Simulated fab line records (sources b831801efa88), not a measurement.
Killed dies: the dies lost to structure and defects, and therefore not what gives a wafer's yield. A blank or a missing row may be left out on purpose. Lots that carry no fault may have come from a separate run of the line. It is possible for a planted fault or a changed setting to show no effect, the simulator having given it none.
Matching of chambers    flow gf180mcu    GF_V4_ETCH_16 on rie_diel-03: 4 sister chambers
The step etches BARC in N2/H2. 8 wafers are shown with their chamber, then 7 later ones without.

## EACH WAFER AND ITS CHAMBER
wafer   chamber  drypump_motor_current_A (A)  oes_product_au (a.u.)
L919.3  1        6.5                          0.849
L922.2  2        6.4                          0.851
L922.5  3        5.6                          0.857
L931.1  2        6.3                          0.854
L931.4  0        5.9                          0.854
L931.6  0        5.8                          0.855
L932.2  1        6.5                          0.862
L932.4  3        5.6                          0.858

## WAFERS WITH NO CHAMBER GIVEN
wafer   drypump_motor_current_A (A)  oes_product_au (a.u.)
L932.6  5.9                          0.849
L936.2  6.4                          0.853
L936.3  5.6                          0.861
L936.4  5.8                          0.862
L937.2  5.8                          0.854
L937.4  6.4                          0.862
L937.5  6.5                          0.857

## THE CHAMBER EACH PASSED THROUGH
wafer   from the rows above      in truth
L932.6  0                        0
L936.2  can't be placed: 2 or 1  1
L936.3  3                        3
L936.4  0                        0
L937.2  0                        0
L937.4  can't be placed: 2 or 1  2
L937.5  1                        1
Placed correctly: 5 of 7. Unplaceable from these rows: 2, with the true chamber sitting among the candidates in 2. 0 placed wrongly.
How it was worked out, from the rows above alone: a wafer's distance from a chamber is the root of the sum, over the readings, of the square of ((its reading less the chamber's mean) divided by the reading's scatter). The wafer belongs to the nearest chamber; if the next one is less than 2 further off, it can't be placed. The mean given for a chamber averages the wafers shown for that chamber. How the scatter is found: for the shown wafers, subtract from each reading the mean of its chamber, square and add these, divide the total by (wafers less chambers), then take the root.
